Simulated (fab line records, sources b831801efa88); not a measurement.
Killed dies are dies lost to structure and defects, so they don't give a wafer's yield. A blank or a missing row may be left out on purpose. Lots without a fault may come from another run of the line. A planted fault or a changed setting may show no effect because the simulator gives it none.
fab line records | flow sky130
record lots=10 wafers=30 last_day=50
route steps=708 shown METAL3@563 VIA3@594 METAL4@599 PAD_OPEN@708
lots that met no fault: from a run of the same line without faults
start_h: hours from the record's first day to the start of the lot's first wafer shown | wait_h: hours since the lot's step before | " the same as in the row above | L1.1+2: a row that stands for several wafers | - no value, or no start given | * or withheld: withheld | < > ~ a bound
route shown NAME@n: a module of which the file shows steps, and the number in the route of the first | usual: mean/standard deviation of fault-free wafers | same: alike in all rows | chamber/n: place in a boat | sites: the reading at each site | _std_site: their standard deviation | _edge_site: outer sites' mean less inner sites' | radius_mm: how far each site lies from the wafer's centre | mask NAME#n: copy n | behind: the tool/chamber that last shaped the wafer | hold: why the lot was held/for how many hours/how that ended | device: the transistor (n, p or np) that didn't switch | end of line: the same wafers' tests at the end of the route | a step without rows: its recipe alone | killed: dies lost to structure and defects at the first sort, not the wafer's yield | map: a wafer's dies, x killed, . not, _ none there
set.NAME: the setting as run; set.NAME@STEP: as run at that earlier step | model.NAME: the simulator's own value behind a step, which no gauge read
steps of the route over a sample of lots; a table a step, a row a wafer
services: from which hour (start_h, from the record's first day; less than 0 if before it) a tool's chamber was out of use, for how many hours, and why
## steps
# step SKY_METAL3_CD_MEAS_13
# recipe target_cd_nm=300
# usual cd_nm=299.5/1.3
# columns lot.wafer tool chamber start_h wait_h cd_nm
L976.3 cd_sem-02 - 917.61 - 300.5
L976.5 " - " " 299.0
L976.6 " - " " 298.3
L977.1 cd_sem-02 - 929.97 - 302.1
L977.4 " - " " 302.4
L977.5 " - " " 302.0
L979.2 cd_sem-01 - 941.16 - 296.6
L979.4 " - " " 296.8
L979.6 " - " " 297.4
L980.1 cd_sem-01 - 950.07 - 298.0
L980.2 " - " " 298.5
L980.4 " - " " 298.7
L982.1 cd_sem-01 - 958.72 - 300.6
L982.2 " - " " 299.7
L982.6 " - " " 299.1
L984.2 cd_sem-01 - 974.99 - 301.2
L984.4 " - " " 300.3
L984.6 " - " " 300.7
L985.3 cd_sem-01 - 985.81 - 299.4
L985.4 " - " " 299.9
L985.6 " - " " 300.3
L987.2 cd_sem-01 - 991.64 - 300.0
L987.3 " - " " 300.5
L987.5 " - " " 300.8
L988.1 cd_sem-01 - 1004.64 - 299.7
L988.3 " - " " 300.4
L988.4 " - " " 298.3
L996.1 cd_sem-01 - 1053.47 - 299.5
L996.2 " - " " 298.6
L996.4 " - " " 300.4
# step SKY_METAL3_STRIP_19
# recipe chemistry=O2/N2 power_w=1400 pressure_mtorr=1500 platen_temp_c=withheld o2_flow_sccm=3000 n2_flow_sccm=300 overash_fraction=0.5
# usual drypump_motor_current_A=5.7/0.41 oes_product_au=0.502/0.0057 strip_time_to_endpoint_s=6.50/0.073
# columns lot.wafer tool chamber start_h wait_h drypump_motor_current_A oes_product_au rf_hours_counter_h strip_time_to_endpoint_s
L976.3 plasma_asher-02 1 918.09 0.1 5.1 0.501 - 6.42
L976.5 " 1 " " 5.1 0.491 - 6.40
L976.6 " 0 " " 6.6 0.497 - 6.59
L977.1 plasma_asher-01 0 930.58 0.1 5.6 0.496 19 6.46
L977.4 " 1 " " 5.7 0.493 - 6.43
L977.5 " 0 " " 5.7 0.493 - 6.31
L979.2 plasma_asher-04 1 941.62 0.1 5.9 0.502 52 6.57
L979.4 " 0 " " 5.6 0.508 - 6.50
L979.6 " 0 " " 5.6 0.496 - 6.53
L980.1 plasma_asher-01 1 950.69 0.1 5.6 0.500 20 6.37
L980.2 " 0 " " 5.6 0.504 20 6.52
L980.4 " 0 " " 5.6 0.493 - 6.35
L982.1 plasma_asher-02 0 959.20 0.1 6.7 0.504 114 6.41
L982.2 " 1 " " 5.1 0.505 114 6.51
L982.6 " 0 " " 6.7 0.505 - 6.47
L984.2 plasma_asher-04 0 975.46 0.1 5.5 0.496 55 6.34
L984.4 " 0 " " 5.6 0.496 - 6.43
L984.6 " 0 " " 5.5 0.484 - 6.30
L985.3 plasma_asher-01 0 986.29 0.1 5.7 0.496 - 6.45
L985.4 " 1 " " 5.7 0.505 - 6.56
L985.6 " 0 " " 5.7 0.512 - 6.55
L987.2 plasma_asher-01 1 992.10 0.1 5.6 0.506 25 6.52
L987.3 " 0 " " 5.6 0.500 - 6.44
L987.5 " 1 " " 5.6 0.496 - 6.53
L988.1 plasma_asher-01 1 1005.12 0.1 5.7 0.503 26 6.53
L988.3 " 1 " " 5.7 0.499 - 6.55
L988.4 " 0 " " 5.6 0.502 - 6.48
L996.1 plasma_asher-04 1 1054.09 0.1 5.9 0.494 63 6.48
L996.2 " 0 " " 5.6 0.502 63 6.52
L996.4 " 0 " " 5.6 0.503 - 6.53
# step SKY_VIA3_CVD_21
# recipe material=W target_thk_nm=390 time_s=117.31 temp_c=400 pressure_torr=40
# usual heater_power_w=790/73
# columns lot.wafer tool chamber start_h wait_h heater_power_w
L976.3 cvd_w-02 0 946.71 0.1 701
L976.5 " 1 " " 872
L976.6 " 0 " " 690
L977.1 cvd_w-02 0 957.52 0.0 699
L977.4 " 1 " " 888
L977.5 " 0 " " 687
L979.2 cvd_w-01 0 968.28 0.0 766
L979.4 " 1 " " 811
L979.6 " 0 " " 784
L980.1 cvd_w-02 1 976.97 0.0 869
L980.2 " 0 " " 698
L980.4 " 0 " " 697
L982.1 cvd_w-02 0 984.41 0.0 690
L982.2 " 1 " " 886
L982.6 " 0 " " 685
L984.2 cvd_w-01 0 1000.74 0.0 752
L984.4 " 0 " " 779
L984.6 " 1 " " 807
L985.3 cvd_w-02 1 1012.23 0.1 866
L985.4 " 0 " " 700
L985.6 " 1 " " 874
L987.2 cvd_w-01 0 1017.33 0.0 755
L987.3 " 0 " " 780
L987.5 " 0 " " 779
L988.1 cvd_w-02 1 1030.90 0.0 876
L988.3 " 1 " " 906
L988.4 " 0 " " 685
L996.1 cvd_w-02 0 1077.29 0.0 686
L996.2 " 1 " " 889
L996.4 " 0 " " 701
# step SKY_VIA3_RS_MEAS_22
# recipe thk_meas_gauge=four-point-probe reads=W_of_VIA3_CVD_21+TiN_of_VIA3_SPUTTER_20
# usual VIA3_W_RS=0.294/0.0051
# columns lot.wafer tool chamber start_h wait_h VIA3_W_RS[ohm/sq]
L976.3 film_metro-01 - 946.84 0.1 0.299
L976.5 " - " " 0.286
L976.6 " - " " 0.301
L977.1 film_metro-01 - 957.64 0.1 0.296
L977.4 " - " " 0.287
L977.5 " - " " 0.304
L979.2 film_metro-02 - 968.42 0.1 0.289
L979.4 " - " " 0.292
L979.6 " - " " 0.287
L980.1 film_metro-01 - 977.09 0.1 0.288
L980.2 " - " " 0.299
L980.4 " - " " 0.301
L982.1 film_metro-04 - 984.53 0.1 0.300
L982.2 " - " " 0.288
L982.6 " - " " 0.297
L984.2 film_metro-04 - 1000.89 0.1 0.286
L984.4 " - " " 0.288
L984.6 " - " " 0.293
L985.3 film_metro-02 - 1012.36 0.1 0.290
L985.4 " - " " 0.299
L985.6 " - " " 0.287
L987.2 film_metro-04 - 1017.47 0.1 0.289
L987.3 " - " " 0.290
L987.5 " - " " 0.290
L988.1 film_metro-01 - 1031.02 0.1 0.291
L988.3 " - " " 0.289
L988.4 " - " " 0.303
L996.1 film_metro-04 - 1077.41 0.1 0.304
L996.2 " - " " 0.252
L996.4 " - " " 0.304
# step SKY_VIA3_THK_MEAS_23
# recipe thk_meas_gauge=xrf reads=W_of_VIA3_CVD_21
# usual VIA3_W_THK=398/7.7
# columns lot.wafer tool chamber start_h wait_h VIA3_W_THK[nm]
L976.3 film_metro-01 - 946.94 0.1 393
L976.5 " - " " 411
L976.6 " - " " 391
L977.1 film_metro-01 - 957.76 0.1 396
L977.4 " - " " 407
L977.5 " - " " 388
L979.2 film_metro-02 - 968.53 0.1 406
L979.4 " - " " 399
L979.6 " - " " 406
L980.1 film_metro-01 - 977.21 0.1 410
L980.2 " - " " 393
L980.4 " - " " 388
L982.1 film_metro-04 - 984.65 0.1 388
L982.2 " - " " 404
L982.6 " - " " 392
L984.2 film_metro-04 - 1001.00 0.1 408
L984.4 " - " " 406
L984.6 " - " " 397
L985.3 film_metro-02 - 1012.46 0.1 400
L985.4 " - " " 389
L985.6 " - " " 405
L987.2 film_metro-04 - 1017.58 0.1 401
L987.3 " - " " 400
L987.5 " - " " 400
L988.1 film_metro-01 - 1031.14 0.1 399
L988.3 " - " " 403
L988.4 " - " " 385
L996.1 film_metro-04 - 1077.53 0.1 382
L996.2 " - " " 459
L996.4 " - " " 380
# step SKY_VIA3_CMP_24
# recipe stop_on=SiO2 t_overpolish_s=20 down_force_psi=3.5 platen_rpm=60 target_thk_nm=0 pad_velocity_m_s=0.94248
# usual head_pressure_psi=3.499/0.0079 motor_current_A=11.1/0.79 time_to_endpoint_s=96/4.1
# columns lot.wafer tool chamber start_h wait_h head_pressure_psi motor_current_A time_to_endpoint_s
L976.3 cmp-01 1 947.03 0.1 3.493 10.4 91
L976.5 " 0 " " 3.486 12.3 98
L976.6 " 1 " " 3.500 11.1 96
L977.1 cmp-02 0 957.87 0.1 3.494 11.2 96
L977.4 " 1 " " 3.505 11.0 96
L977.5 " 3 " " 3.509 9.8 101
L979.4 cmp-01 2 968.65 0.1 3.490 11.9 94
L979.2 " 0 " " 3.496 12.4 95
L979.6 " 1 " " 3.494 10.9 94
L980.2 cmp-02 0 977.27 0.0 3.499 11.3 98
L980.4 " 1 " " 3.493 10.6 89
L980.1 " 2 " " 3.502 10.4 101
L982.2 cmp-01 3 984.76 0.1 3.507 11.5 100
L982.1 " 1 " " 3.507 10.0 88
L982.6 " 2 " " 3.501 11.0 94
L984.4 cmp-01 3 1001.05 0.0 3.487 10.9 104
L984.2 " 2 " " 3.501 11.6 100
L984.6 " 0 " " 3.501 11.8 99
L985.4 cmp-01 3 1012.50 0.0 3.491 11.5 95
L985.3 " 1 " " 3.501 10.2 97
L985.6 " 3 " " 3.507 11.1 97
L987.2 cmp-02 2 1017.73 0.1 3.516 11.2 101
L987.3 " 3 " " 3.516 9.4 105
L987.5 " 0 " " 3.489 11.2 96
L988.1 cmp-02 1 1031.20 0.1 3.518 10.7 91
L988.3 " 2 " " 3.506 10.9 95
L988.4 " 3 " " 3.503 9.9 95
L996.2 cmp-02 3 1077.62 0.1 3.509 9.2 115
L996.1 " 0 " " 3.501 11.4 94
L996.4 " 1 " " 3.490 11.0 86
# step SKY_METAL4_SPUTTER_01
# recipe material=TiN target_thk_nm=20 power_w=6500 time_s=16.7 chamber_pressure_pa=0.4
# usual chamber_pressure_pa=0.4001/0.00078 throttle_valve_pct=29.4/1.1
# columns lot.wafer tool chamber start_h wait_h chamber_pressure_pa throttle_valve_pct
L976.3 pvd_sputter-03 - 947.30 0.0 0.4002 29.0
L976.5 " - " " 0.3996 30.8
L976.6 " - " " 0.3994 31.0
L977.1 pvd_sputter-01 - 958.15 0.0 0.4013 29.6
L977.4 " - " " 0.3994 28.5
L977.5 " - " " 0.3989 29.2
L979.2 pvd_sputter-02 - 968.92 0.0 0.4005 28.8
L979.4 " - " " 0.4000 30.0
L979.6 " - " " 0.4005 28.0
L980.1 pvd_sputter-02 - 977.59 0.0 0.3991 29.0
L980.2 " - " " 0.3995 27.9
L980.4 " - " " 0.3979 29.6
L982.1 pvd_sputter-02 - 985.03 0.0 0.4005 28.9
L982.2 " - " " 0.4011 29.9
L982.6 " - " " 0.4017 29.8
L984.2 pvd_sputter-02 - 1001.37 0.0 0.4012 29.6
L984.4 " - " " 0.4004 27.9
L984.6 " - " " 0.4006 29.1
L985.3 pvd_sputter-03 - 1012.82 0.0 0.4001 31.5
L985.4 " - " " 0.4006 30.9
L985.6 " - " " 0.4020 31.0
L987.2 pvd_sputter-01 - 1017.96 0.0 0.3998 28.6
L987.3 " - " " 0.4014 27.7
L987.5 " - " " 0.4006 29.3
L988.1 pvd_sputter-02 - 1031.52 0.0 0.4003 29.2
L988.3 " - " " 0.3991 29.6
L988.4 " - " " 0.3997 27.7
L996.1 pvd_sputter-02 - 1077.94 0.0 0.4001 28.0
L996.2 " - " " 0.3992 29.6
L996.4 " - " " 0.3997 28.8
# step SKY_PAD_OPEN_PROBE_99
# usual defect_limited_yield=82.7/1.9 killed_at_M0_to_M3=43/7.3 killed_at_M4_up=3.1/1.7 killed_at_contacts=25/5.3 killed_at_front_end=14/4.1 killed_at_other=0.3/0.56 killed_dies=85/9.4 killed_open=46/7.4 killed_short=38/5.8 sort_bin_3_pad_short=0.8/0.4 sort_bin_5_function=10.2/1.5 sort_bin_6_memory=6.2/1.2 sort_n_pass=407/9.4 sort_yield_pct=82.7/1.9
# same gross_dies=492 killed_at_back_side=0 sort_bin_4_leakage[%]=0 sort_bin_8_speed[%]=0
# columns lot.wafer tool chamber start_h wait_h defect_limited_yield[%] killed_at_M0_to_M3 killed_at_M4_up killed_at_contacts killed_at_front_end killed_at_other killed_dies killed_open killed_short sort_bin_3_pad_short[%] sort_bin_5_function[%] sort_bin_6_memory[%] sort_n_pass sort_yield_pct[%]
L984.2 prober-01 - 1138.66 0.1 83.9 40 4 21 14 0 79 42 36 0.4 11.2 4.5 413 83.9
L984.4 prober-01 - 1138.76 0.2 81.9 46 1 23 18 1 89 41 48 0.8 11.0 6.3 403 81.9
L984.6 prober-01 - 1138.86 0.2 83.1 43 4 21 14 1 83 47 35 0.2 10.4 6.3 409 83.1
L985.3 prober-02 - 1145.30 0.2 87.0 29 3 21 11 0 64 29 35 1.0 7.7 4.3 428 87.0
L985.4 prober-02 - 1145.35 0.2 83.1 48 6 17 12 0 83 38 44 0.8 10.4 5.7 409 83.1
L985.6 prober-02 - 1145.45 0.2 84.3 39 3 18 17 0 77 36 40 1.6 8.3 5.7 415 84.3
L987.2 prober-02 - 1150.94 0.1 79.7 43 4 31 20 2 100 48 52 1.0 11.2 8.1 392 79.7
# killed by level:class
L984.2 LI_CONTACT:geometric_particle:open=10 VIA3:geometric_particle:open=7 VIA1:geometric_particle:short=7 CONTACT:geometric_particle:short=6 FIELD_ISO:geometric_particle:open=5 METAL1:geometric_particle:short=5 CONTACT:geometric_particle:open=5 VIA2:geometric_particle:open=5
L984.4 VIA1:geometric_particle:open=13 VIA1:geometric_particle:short=7 FIELD_ISO:geometric_particle:short=6 LI_CONTACT:geometric_particle:open=6 CONTACT:geometric_particle:open=6 POLY_GATE:geometric_particle:short=5 CONTACT:geometric_particle:short=5 VIA2:geometric_particle:short=5
L984.6 CONTACT:geometric_particle:open=9 VIA1:geometric_particle:open=8 VIA2:geometric_particle:open=7 METAL1:geometric_particle:short=7 METAL2:geometric_particle:short=7 FIELD_ISO:geometric_particle:open=5 LI_CONTACT:geometric_particle:open=5 VIA1:geometric_particle:short=5
L985.3 VIA1:geometric_particle:open=7 LI_CONTACT:geometric_particle:open=6 LOCAL_INTERCONNECT:geometric_particle:short=6 CONTACT:geometric_particle:open=5 VIA3:geometric_particle:open=4 FIELD_ISO:geometric_particle:short=3 CONTACT:geometric_particle:short=3 VIA2:geometric_particle:open=3
L985.4 CONTACT:geometric_particle:open=9 METAL1:geometric_particle:short=8 VIA1:geometric_particle:short=7 VIA1:geometric_particle:open=7 METAL4:geometric_particle:short=5 VIA3:geometric_particle:open=5 METAL2:geometric_particle:short=4 VIA3:geometric_particle:short=4
L985.6 METAL1:geometric_particle:short=9 VIA1:geometric_particle:open=8 CONTACT:geometric_particle:open=6 VIA1:geometric_particle:short=6 FIELD_ISO:geometric_particle:short=5 VIA2:geometric_particle:open=5 LOCAL_INTERCONNECT:geometric_particle:short=4 METAL2:geometric_particle:short=4
L987.2 VIA2:geometric_particle:open=9 CONTACT:geometric_particle:open=9 VIA1:geometric_particle:open=9 METAL1:geometric_particle:short=7 CONTACT:geometric_particle:short=7 FIELD_ISO:geometric_particle:short=6 LI_CONTACT:geometric_particle:open=6 METAL2:geometric_particle:short=5
## services
# columns tool chamber start_h hours kind
cmp-01 - 894.80 0.4 repair
cvd_w-02 - 904.00 14.0 pm
cvd_w-02 0 904.00 14.0 vent_cycle
cvd_w-02 1 904.00 14.0 vent_cycle
cmp-02 - 913.47 4.0 pm
cmp-01 - 915.26 5.1 repair
cvd_w-02 0 918.00 - clean
cvd_w-02 1 918.00 - clean
cmp-02 - 920.47 6.3 pm
cvd_w-01 - 925.99 6.0 pm
cmp-01 - 951.11 1.2 repair
pvd_sputter-01 - 964.88 5.1 repair
pvd_sputter-01 - 975.40 0.6 repair
plasma_asher-02 - 984.57 0.7 repair
pvd_sputter-01 - 992.24 2.5 repair
cvd_w-02 - 1013.48 1.1 repair
pvd_sputter-01 - 1015.50 1.3 repair
cmp-01 - 1017.35 0.9 repair
plasma_asher-01 - 1024.29 0.7 repair
plasma_asher-04 - 1039.48 3.6 repair
plasma_asher-02 - 1046.20 15.6 pm
cmp-01 - 1052.90 5.4 repair
cvd_w-02 - 1058.60 2.8 pm
plasma_asher-02 - 1061.80 9.0 pm
## key
first_sign step=SKY_VIA3_RS_MEAS_22 reading=VIA3_W_RS direction=down sigmas=8.2 usual=0.294 struck=0.252
effect step=SKY_VIA3_THK_MEAS_23 reading=VIA3_W_THK direction=up sigmas=8 usual=398 struck=459
effect step=SKY_VIA3_CMP_24 reading=time_to_endpoint_s direction=up sigmas=4.6 usual=* struck=*
met_at SKY_VIA3_CVD_21
struck_lots L996
struck_wafers L996.2
not_acting_at SKY_METAL3_CD_MEAS_13,SKY_METAL3_STRIP_19,SKY_METAL4_SPUTTER_01
onset_between 1030.90 1077.29
fault kind=process_parameter_drift tool=cvd_w-02 chamber=- onset_h=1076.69 steps=SKY_VIA3_CVD_21 channel=target_thk_nm offset=54.3 shape=step end_h=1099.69 scope=struck_wafers_only acts_in=these_recipes_only stated=390
